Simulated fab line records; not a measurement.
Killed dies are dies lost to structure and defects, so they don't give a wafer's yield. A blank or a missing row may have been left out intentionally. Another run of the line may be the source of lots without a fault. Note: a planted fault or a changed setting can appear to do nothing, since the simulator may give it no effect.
Which tool did it?    flow gf180mcu    33 wafers from 11 lots sampled at 6 of the route's 602 steps

WHAT THE GAUGES SHOWED, per wafer
GF_V1_RS_MEAS_24: uses a four-point probe to measure.
lot   measured      on             V1_W_RS (ohm/sq)
L762  day 18 23:26  film-metro-02  0.325 0.330 0.330
L764  day 20 03:35  film-metro-03  0.336 0.340 0.336
L766  day 20 15:38  film-metro-03  0.329 0.334 0.330
L768  day 21 04:50  film-metro-03  0.330 0.333 0.332
L769  day 21 12:16  film-metro-01  0.335 0.334 0.330
L772  day 22 17:49  film-metro-01  0.331 0.329 0.330
L776  day 24 04:27  film-metro-02  0.331 0.326 0.328
L777  day 24 08:35  film-metro-03  0.333 0.340 0.334
L778  day 25 02:55  film-metro-02  0.324 0.324 0.325
L780  day 25 09:22  film-metro-02  0.335 0.331 0.330
L783  day 26 07:35  film-metro-02  0.330 0.328 0.332

GF_M2_RS_MEAS_05: uses a four-point probe to measure.
lot   measured      on             M2_ALCU_RS (ohm/sq)
L762  day 19 00:08  film-metro-04  0.0693 0.0698 0.0699
L764  day 20 04:17  film-metro-04  0.0700 0.0700 0.0697
L766  day 20 16:20  film-metro-04  0.0698 0.0696 0.0698
L768  day 21 05:32  film-metro-02  0.0687 0.0692 0.0688
L769  day 21 12:58  film-metro-03  0.0698 0.0691 0.0697
L772  day 22 18:31  film-metro-04  0.0695 0.0701 0.0692
L776  day 24 05:09  film-metro-03  0.0694 0.0700 0.0705
L777  day 24 09:20  film-metro-02  0.0813 0.0815 0.0826 0.0810 0.0815 0.0826
L778  day 25 03:37  film-metro-04  0.0809 0.0816 0.0812 0.0811 0.0817 0.0813
L780  day 25 10:04  film-metro-02  0.0683 0.0692 0.0690
L783  day 26 08:17  film-metro-02  0.0688 0.0696 0.0686

GF_M2_THK_MEAS_06: measures by xrf.
lot   measured      on             M2_ALCU_THK (nm)
L762  day 19 00:15  film-metro-04  446 442 442
L764  day 20 04:24  film-metro-04  446 442 450
L766  day 20 16:26  film-metro-04  445 445 443
L768  day 21 05:38  film-metro-02  452 452 450
L769  day 21 13:05  film-metro-03  448 452 448
L772  day 22 18:36  film-metro-04  450 443 448
L776  day 24 05:16  film-metro-03  450 446 443
L777  day 24 12:14  film-metro-02  383 384 380 384 384 380
L778  day 25 07:42  film-metro-04  383 378 381 381 379 380
L780  day 25 10:10  film-metro-02  457 450 450
L783  day 26 08:25  film-metro-02  453 445 453

WHAT TOOL EACH LOT RAN ON (gives the tool, then ch and the chambers of the sampled wafers, and finally the start)
lot   GF_V1_CMP_04                   GF_M2_SPUTTER_02              GF_M2_SPUTTER_03
L762  cmp-02 ch 0,2, day 17 21:44    pvd-sputter-02, day 19 00:02  pvd-sputter-02, day 19 00:04
L764  cmp-01 ch 0,3, day 19 01:42    pvd-sputter-02, day 20 04:11  pvd-sputter-02, day 20 04:13
L766  cmp-02 ch 1,2, day 19 14:28    pvd-sputter-04, day 20 16:13  pvd-sputter-04, day 20 16:15
L768  cmp-02 ch 1,2, day 20 03:59    pvd-sputter-01, day 21 05:25  pvd-sputter-01, day 21 05:26
L769  cmp-01 ch 1,2,3, day 20 11:25  pvd-sputter-01, day 21 12:53  pvd-sputter-01, day 21 12:55
L772  cmp-01 ch 0,3, day 21 16:50    pvd-sputter-02, day 22 18:22  pvd-sputter-02, day 22 18:23
L776  cmp-01 ch 0,2,3, day 23 04:14  pvd-sputter-04, day 24 05:04  pvd-sputter-04, day 24 05:05
L777  cmp-02 ch 0,1,2, day 23 09:10  pvd-sputter-02, day 24 09:13  pvd-sputter-02, day 24 09:14
L778  cmp-01 ch 1,2,3, day 24 04:11  pvd-sputter-02, day 25 03:31  pvd-sputter-02, day 25 03:33
L780  cmp-02 ch 0,1,3, day 24 10:35  pvd-sputter-04, day 25 09:57  pvd-sputter-04, day 25 09:59
L783  cmp-01 ch 0,1,2, day 25 08:46  pvd-sputter-04, day 26 08:12  pvd-sputter-04, day 26 08:14
- GF_V1_CMP_04: polishes SiO2.
- GF_M2_SPUTTER_02: material AlCu, target thk 450 nm, time 23.9 s.
- GF_M2_SPUTTER_03: material Ti, target thk 10 nm, time 6.426 s.

WHAT THE TOOLS THEMSELVES READ (means of the sampled wafers that have a number; where no wafer has one, the mark that the record gives instead)
GF_V1_CMP_04.
lot   tool    head-pressure-psi (psi)  motor-current-A (A)  time-to-endpoint-s (s)
L762  cmp-02  4.002                    10.9                 80
L764  cmp-01  3.987                    13.0                 75
L766  cmp-02  3.998                    11.2                 84
L768  cmp-02  3.995                    11.0                 79
L769  cmp-01  4.001                    13.0                 77
L772  cmp-01  3.998                    13.8                 77
L776  cmp-01  3.996                    13.1                 80
L777  cmp-02  4.001                    11.0                 82
L778  cmp-01  3.997                    12.6                 81
L780  cmp-02  4.001                    11.0                 81
L783  cmp-01  3.993                    12.1                 73

GF_M2_SPUTTER_02.
lot   tool            throttle-valve-pct (%)
L762  pvd-sputter-02  29.9
L764  pvd-sputter-02  29.4
L766  pvd-sputter-04  31.5
L768  pvd-sputter-01  30.0
L769  pvd-sputter-01  30.7
L772  pvd-sputter-02  29.7
L776  pvd-sputter-04  31.1
L777  pvd-sputter-02  29.1
L778  pvd-sputter-02  29.8
L780  pvd-sputter-04  29.5
L783  pvd-sputter-04  30.3

GF_M2_SPUTTER_03.
lot   tool            throttle-valve-pct (%)
L762  pvd-sputter-02  29.8
L764  pvd-sputter-02  29.5
L766  pvd-sputter-04  31.5
L768  pvd-sputter-01  30.0
L769  pvd-sputter-01  30.7
L772  pvd-sputter-02  29.7
L776  pvd-sputter-04  31.0
L777  pvd-sputter-02  28.8
L778  pvd-sputter-02  29.8
L780  pvd-sputter-04  29.6
L783  pvd-sputter-04  30.1

THE ANSWER, worked out from the rows above alone
Rule: the usual values come from the lots themselves. Put in order of their means at a reading, lots are off if they are a third of the lots or fewer, leave a main group of 4 or more, and stand apart from it by a gap of 3 or more times the standard deviation of the main group's means; of several such gaps the widest counts. If all means in a main group match to the digits the tables above print for the reading, that group is not used. Also off: a lot with no number at a reading for which 4 or more lots have one. Any other lot the step has rows for is counted as sound. After the gauges, taken in route order, come the tools' own readings; for these a lot's mean is taken, as printed above. The first step at which some lot is off is used, and at that step the reading that is off furthest; a lot without a number counts as furthest.
Off: L777, L778, seen at GF_M2_RS_MEAS_05 (M2_ALCU_RS). Mean 0.0695 ohm/sq and standard deviation 0.00041 in the main group.
If a tool, at a process step before that reading, ran all the lots that are off and no sound lot after the first of them, it fits. Those tools and the gauges at GF_M2_RS_MEAS_05 are tried in the same way. One candidate fits, namely pvd-sputter-02 at GF_M2_SPUTTER_02 and GF_M2_SPUTTER_03. At GF_M2_SPUTTER_02 its last sound lot is L772 (day 22 18:22), its first lot that is off L777 (day 24 09:13): a fault that began between those two fits.

WHAT HAD BEEN PUT IN BY THE SIMULATOR
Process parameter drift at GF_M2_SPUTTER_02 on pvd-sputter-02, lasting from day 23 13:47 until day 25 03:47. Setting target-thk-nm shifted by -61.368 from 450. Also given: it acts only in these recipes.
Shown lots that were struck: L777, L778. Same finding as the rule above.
